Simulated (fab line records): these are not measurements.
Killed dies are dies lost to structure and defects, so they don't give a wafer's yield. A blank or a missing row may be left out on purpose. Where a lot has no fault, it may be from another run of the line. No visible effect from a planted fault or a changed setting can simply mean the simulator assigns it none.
Shared-tool check :: flow gf180mcu :: 39 wafers sampled across 13 lots

== THE REASON FOR OPENING IT ==
Of 13 lots, 2 have the reading HV_LDD_2_TW flagged at GF_HV_LDD_TW_MEAS_23. Fault-free wafers read 1056, with a standard deviation of 7.4.
Rule: a lot is flagged in two cases, either no wafer of it has a number, or all its wafers with numbers fall more than 4 standard deviations from that mean. All remaining lots are regarded as sound.

lot: L536
measured: day 10 16:57
on: film metro-04
HV_LDD_2_TW, wafer by wafer: 1063 1060 1056
flag: 

lot: L539
measured: day 11 16:03
on: film metro-04
HV_LDD_2_TW, wafer by wafer: 1070 1069 1065
flag: 

lot: L540
measured: day 11 23:17
on: film metro-01
HV_LDD_2_TW, wafer by wafer: 1048 1049 1042
flag: 

lot: L541
measured: day 12 05:09
on: film metro-04
HV_LDD_2_TW, wafer by wafer: 1060 1062 1058
flag: 

lot: L542
measured: day 12 16:07
on: film metro-03
HV_LDD_2_TW, wafer by wafer: 1066 1057 1063
flag: 

lot: L544
measured: day 13 09:34
on: film metro-03
HV_LDD_2_TW, wafer by wafer: 933 934 932
flag: FLAGGED

lot: L545
measured: day 13 13:38
on: film metro-03
HV_LDD_2_TW, wafer by wafer: 1055 1059 1049
flag: 

lot: L546
measured: day 14 03:46
on: film metro-01
HV_LDD_2_TW, wafer by wafer: 934 935 930
flag: FLAGGED

lot: L553
measured: day 16 07:06
on: film metro-01
HV_LDD_2_TW, wafer by wafer: 1051 1052 1047
flag: 

lot: L554
measured: day 16 14:23
on: film metro-01
HV_LDD_2_TW, wafer by wafer: 1055 1049 1043
flag: 

lot: L555
measured: day 16 19:37
on: film metro-01
HV_LDD_2_TW, wafer by wafer: 1051 1056 1052
flag: 

lot: L556
measured: day 17 01:14
on: film metro-03
HV_LDD_2_TW, wafer by wafer: 1055 1054 1059
flag: 

lot: L559
measured: day 18 02:39
on: film metro-01
HV_LDD_2_TW, wafer by wafer: 1045 1039 1048
flag: 
The numbers of the flagged lots are 933 on average: -123 against the usual, or -17 standard deviations.

== EACH LOT AND THE TOOL IT RAN ON ==
The record holds 1 process step before the reading, out of a route of 602 steps. Every cell lists first the tool, next ch and the chambers used by the sampled wafers, and last the start.
lot: L536
flag: 
GF_HV_LDD_IMPLANT_21: implanter-04 ch 0, day 10 16:42

lot: L539
flag: 
GF_HV_LDD_IMPLANT_21: implanter-01 ch 0, day 11 15:48

lot: L540
flag: 
GF_HV_LDD_IMPLANT_21: implanter-04 ch 0, day 11 23:04

lot: L541
flag: 
GF_HV_LDD_IMPLANT_21: implanter-03 ch 0, day 12 04:54

lot: L542
flag: 
GF_HV_LDD_IMPLANT_21: implanter-03 ch 0, day 12 15:52

lot: L544
flag: FLAGGED
GF_HV_LDD_IMPLANT_21: implanter-03 ch 0, day 13 09:19

lot: L545
flag: 
GF_HV_LDD_IMPLANT_21: implanter-01 ch 0, day 13 13:25

lot: L546
flag: FLAGGED
GF_HV_LDD_IMPLANT_21: implanter-03 ch 0, day 14 03:31

lot: L553
flag: 
GF_HV_LDD_IMPLANT_21: implanter-01 ch 0, day 16 06:51

lot: L554
flag: 
GF_HV_LDD_IMPLANT_21: implanter-01 ch 0, day 16 14:11

lot: L555
flag: 
GF_HV_LDD_IMPLANT_21: implanter-03 ch 0, day 16 19:23

lot: L556
flag: 
GF_HV_LDD_IMPLANT_21: implanter-03 ch 0, day 17 01:01

lot: L559
flag: 
GF_HV_LDD_IMPLANT_21: implanter-03 ch 0, day 18 02:24
These steps, and what they do:
- GF_HV_LDD_IMPLANT_21
- GF_HV_LDD_TW_MEAS_23

== FLAGGED AGAINST TOTAL, ONE TOOL AT A TIME (gauges that did the reading follow at the end) ==
step: GF_HV_LDD_IMPLANT_21
tool: implanter-01
lots run: 4
flagged: 0
share of the flagged lots: none
sound lots run after its first flagged lot: -

step: GF_HV_LDD_IMPLANT_21
tool: implanter-03
lots run: 7
flagged: 2
share of the flagged lots: all
sound lots run after its first flagged lot: 3 (L555,L556,L559)

step: GF_HV_LDD_IMPLANT_21
tool: implanter-04
lots run: 2
flagged: 0
share of the flagged lots: none
sound lots run after its first flagged lot: -

step: GF_HV_LDD_TW_MEAS_23
tool: film metro-01
lots run: 6
flagged: 1
share of the flagged lots: some
sound lots run after its first flagged lot: 4 (L553,L554,L555,L559)

step: GF_HV_LDD_TW_MEAS_23
tool: film metro-03
lots run: 4
flagged: 1
share of the flagged lots: some
sound lots run after its first flagged lot: 2 (L545,L556)

step: GF_HV_LDD_TW_MEAS_23
tool: film metro-04
lots run: 3
flagged: 0
share of the flagged lots: none
sound lots run after its first flagged lot: -

== WHAT THE TABLE ALLOWS ==
In the table, 1 row covers all flagged lots: implanter-03 at GF_HV_LDD_IMPLANT_21.
- implanter-03 at GF_HV_LDD_IMPLANT_21 ran 7 lots, 2 of them flagged. After the first flagged lot (L555, L556, L559), sound lots still ran on it; a lasting fault on the whole tool would not permit that. Its own readings (beam energy keV) fall more than 4 standard deviations out on all wafers of the flagged lots.
Not one row of the table ran every flagged lot while running no sound lot after the first.

== WHAT THE SIMULATOR HAD INSERTED ==
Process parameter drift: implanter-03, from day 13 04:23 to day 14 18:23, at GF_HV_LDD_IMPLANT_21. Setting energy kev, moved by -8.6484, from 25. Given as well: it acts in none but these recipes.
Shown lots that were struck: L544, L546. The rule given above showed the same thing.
